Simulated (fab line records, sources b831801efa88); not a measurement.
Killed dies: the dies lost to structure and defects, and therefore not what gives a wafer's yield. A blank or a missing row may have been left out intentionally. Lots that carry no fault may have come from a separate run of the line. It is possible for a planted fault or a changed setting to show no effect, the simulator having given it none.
Which tool was responsible? ; flow sky130 ; Sampling: 12 lots, 36 wafers, 5 of 708 route steps

## WHAT THE GAUGES READ, wafer by wafer
The record lacks any reading of a measuring or inspecting step that a usual standard deviation could be used to judge.

## EACH LOT AND THE TOOL THAT RAN IT (in order: tool; ch and the chambers of the sampled wafers; start)
lot;SKY_VIA2_CMP_02;SKY_METAL3_SPUTTER_02;SKY_CAP2M_CVD_00;SKY_METAL4_ETCH_17;SKY_PAD_OPEN_PROBE_99
L286;cmp-01 ch 0,3, day 34 11:58;pvd sputter-02, day 35 17:54;pecvd-01 ch 1,2, day 39 06:21;rie diel-01 ch 1,3, day 41 07:55;prober-01, day 45 08:56
L287;cmp-02 ch 0,2,3, day 35 04:50;pvd sputter-01, day 36 10:38;pecvd-01 ch 1,2, day 39 20:13;rie diel-01 ch 0,2,3, day 41 20:34;prober-02, day 45 21:02
L288;cmp-01 ch 0,1,2, day 35 17:35;pvd sputter-01, day 36 22:29;pecvd-04 ch 0,2, day 40 07:49;rie diel-01 ch 0,2,3, day 42 08:22;-
L292;cmp-02 ch 0,1,2, day 37 13:04;pvd sputter-01, day 38 16:38;pecvd-03 ch 0,2, day 41 22:19;rie diel-02 ch 2,3, day 43 21:07;prober-01, day 47 13:50
L296;cmp-01 ch 0,1,2, day 38 23:39;pvd sputter-02, day 40 02:26;pecvd-03 ch 0,2, day 43 04:30;rie diel-02 ch 0,2,3, day 45 01:19;-
L297;cmp-02 ch 0,2,3, day 39 01:16;pvd sputter-02, day 40 03:27;pecvd-01 ch 0,1,2, day 43 06:27;rie diel-02 ch 1,2,3, day 45 04:01;prober-02, day 48 20:21
L298;cmp-02 ch 1,3, day 39 13:15;pvd sputter-04, day 40 14:54;pecvd-04 ch 1,2, day 43 16:25;rie diel-03 ch 0,1,3, day 45 12:43;-
L301;cmp-02 ch 0,1,2, day 39 23:05;pvd sputter-02, day 41 01:05;pecvd-03 ch 0,1, day 44 03:25;rie diel-03 ch 0,2,3, day 45 22:58;-
L302;cmp-02 ch 1,2,3, day 40 06:58;pvd sputter-04, day 41 09:04;pecvd-03 ch 1,2, day 44 11:43;rie diel-03 ch 0,2, day 46 07:31;prober-01, day 49 20:00
L303;cmp-02 ch 0,1,3, day 40 17:20;pvd sputter-01, day 41 19:19;pecvd-03 ch 0,1,2, day 44 20:14;rie diel-03 ch 0,1,2, day 46 14:38;prober-02, day 49 23:11
L304;cmp-01 ch 0,2, day 40 23:56;pvd sputter-02, day 42 01:57;pecvd-03 ch 0,1, day 45 01:45;rie diel-01 ch 1,3, day 46 18:13;prober-01, day 50 02:17
L306;cmp-01 ch 0,1,2, day 41 05:27;pvd sputter-02, day 42 07:17;pecvd-04 ch 0,1,2, day 45 07:24;rie diel-01 ch 1,2,3, day 47 01:22;prober-01, day 50 07:42
- SKY_VIA2_CMP_02: polishes SiO2.
- SKY_METAL3_SPUTTER_02: material AlCu, target thk 735 nm, time 39.1 s.
- SKY_CAP2M_CVD_00: deposits SiO2, target thk 15.5 nm.
- SKY_METAL4_ETCH_17: etches SiO2 in C4F8/O2/Ar, stops on TiN, time 3.9 s, target depth 15 nm.
- SKY_PAD_OPEN_PROBE_99

## AS READ BY THE TOOLS THEMSELVES (means over the sampled wafers that have a number; for cases with no such wafer, the mark the record gives instead)
SKY_VIA2_CMP_02. Usual: motor current A 12.7 A, standard deviation 1.3; retaining ring pressure frac 1.000, standard deviation 0.0048; slurry filter dp kPa 13.51 kPa, standard deviation 0.13.
lot;tool;motor current A (A);retaining ring pressure frac;slurry filter dp kPa (kPa);flag
L286;cmp-01;13.1;1.002;13.54;
L287;cmp-02;13.1;1.004;13.59;
L288;cmp-01;12.5;0.997;13.53;
L292;cmp-02;12.4;1.001;13.45;
L296;cmp-01;13.2;1.003;13.46;
L297;cmp-02;13.3;0.998;13.45;
L298;cmp-02;12.6;1.001;13.47;
L301;cmp-02;12.3;1.001;13.64;
L302;cmp-02;12.9;1.003;13.51;
L303;cmp-02;12.9;0.999;13.49;
L304;cmp-01;14.2;1.000;13.43;
L306;cmp-01;12.5;0.996;13.47;

SKY_METAL3_SPUTTER_02. Usual: throttle valve pct at 30.1 %, with a standard deviation of 0.94.
lot;tool;throttle valve pct (%);flag
L286;pvd sputter-02;30.1;
L287;pvd sputter-01;30.1;
L288;pvd sputter-01;30.7;
L292;pvd sputter-01;29.6;
L296;pvd sputter-02;30.0;
L297;pvd sputter-02;30.4;
L298;pvd sputter-04;30.0;
L301;pvd sputter-02;30.1;
L302;pvd sputter-04;30.3;
L303;pvd sputter-01;29.8;
L304;pvd sputter-02;30.4;
L306;pvd sputter-02;30.2;

SKY_CAP2M_CVD_00. Usual: heater power outer w 406 W, standard deviation 68; heater power w 665 W, standard deviation 84.
lot;tool;heater power outer w (W);heater power w (W);flag
L286;pecvd-01;453;677;
L287;pecvd-01;423;633;
L288;pecvd-04;424;764;
L292;pecvd-03;361;618;
L296;pecvd-03;410;658;
L297;pecvd-01;393;633;
L298;pecvd-04;423;733;
L301;pecvd-03;384;650;
L302;pecvd-03;461;701;
L303;pecvd-03;442;718;
L304;pecvd-03;432;704;
L306;pecvd-04;413;705;

SKY_METAL4_ETCH_17. Usual: bias w 1201 W, standard deviation 4.1; oes product au 0.752 a.u., standard deviation 0.0078.
lot;tool;bias w (W);oes product au (a.u.);flag
L286;rie diel-01;1198;0.754;
L287;rie diel-01;1202;0.762;
L288;rie diel-01;1204;0.752;
L292;rie diel-02;1202;0.743;
L296;rie diel-02;1287;0.745;OFF
L297;rie diel-02;1282;0.759;OFF
L298;rie diel-03;1200;0.756;
L301;rie diel-03;1201;0.742;
L302;rie diel-03;1201;0.746;
L303;rie diel-03;1202;0.757;
L304;rie diel-01;1206;0.744;
L306;rie diel-01;1201;0.750;

SKY_PAD_OPEN_PROBE_99. Usual: defect limited yield 82.2 %, standard deviation 1.8; killed_at_M0_to_M3 43, standard deviation 6.6; killed_at_M4_up 3.2, standard deviation 1.9; killed at contacts 25, standard deviation 5.3; killed at front end 16, standard deviation 4.5; killed at other 0.3, standard deviation 0.63; killed dies 87, standard deviation 8.9; killed on rim 17, standard deviation 3.7; killed open 48, standard deviation 7.9; killed short 39, standard deviation 5.3; sort_bin_3_pad_short 0.8 %, standard deviation 0.38; sort_bin_5_function 10.5 %, standard deviation 1.5; sort_bin_6_memory 6.4 %, standard deviation 1.2; sort n pass 405, standard deviation 8.9; sort yield pct 82.2 %, standard deviation 1.8.
lot;tool;defect limited yield (%);killed_at_M0_to_M3;killed_at_M4_up;killed at contacts;killed at front end;killed at other;killed dies;killed on rim;killed open;killed short;sort_bin_3_pad_short (%);sort_bin_5_function (%);sort_bin_6_memory (%);sort n pass;sort yield pct (%);flag
L286;prober-01;83.5;42;2.3;23;14;0.0;81;21;40;41;0.9;9.2;6.4;411;83.5;
L287;prober-02;82.6;44;3.7;26;12;0.0;85;17;40;45;0.7;10.5;6.2;407;82.6;
L292;prober-01;82.1;43;4.0;23;18;0.0;88;15;48;40;0.7;10.9;6.4;404;82.1;
L297;prober-02;80.1;46;4.0;28;20;0.0;98;14;56;42;1.0;11.0;7.9;394;80.1;
L302;prober-01;80.9;48;4.3;26;15;0.3;94;17;54;40;1.3;11.3;6.5;398;80.9;
L303;prober-02;81.9;44;4.3;26;15;0.0;89;19;49;40;0.7;11.2;6.3;403;81.9;
L304;prober-01;82.1;46;3.7;25;13;0.0;88;20;47;40;1.0;10.8;6.1;404;82.1;
L306;prober-01;81.0;42;3.7;28;20;0.0;94;21;51;42;1.5;9.1;8.4;398;81.0;

## THE ANSWER, worked out from the rows above alone
Rule: lot off if the mean of its wafers having a number is beyond 3 standard deviations from the usual mean. Also off: a lot with no number at a reading for which 4 or more lots have one. All remaining lots with rows at the step are treated as sound. First the gauges in route order, then the tools' own readings, where a lot's mean is used as printed above. The first step at which some lot is off is used, and at that step the reading that is off furthest; a lot without a number counts as furthest.
Off, at SKY_METAL4_ETCH_17 on bias w: L296, L297.
If a tool, at that step or one of the process steps before it, ran each lot that is off and ran no sound lot following the first of them, it fits. One fits: rie diel-02 at SKY_METAL4_ETCH_17. Its last sound lot is L292 (day 43 21:07), its first lot that is off L296 (day 45 01:19): a fault that began between those two fits.
The tool's own readings at SKY_METAL4_ETCH_17 bear it out: on the lots that are off they differ by more than 5 times the standard deviation of the sound lots' means. bias w reads 1284 W there against 1202 W on the sound lots.

## WHAT THE SIMULATOR HAD PUT IN
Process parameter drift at SKY_METAL4_ETCH_17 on rie diel-02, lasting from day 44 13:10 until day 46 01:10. The setting bias w was moved by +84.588, starting from 1200. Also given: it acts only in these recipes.
Shown lots that were struck: L296, L297. The rule given above showed the same thing.
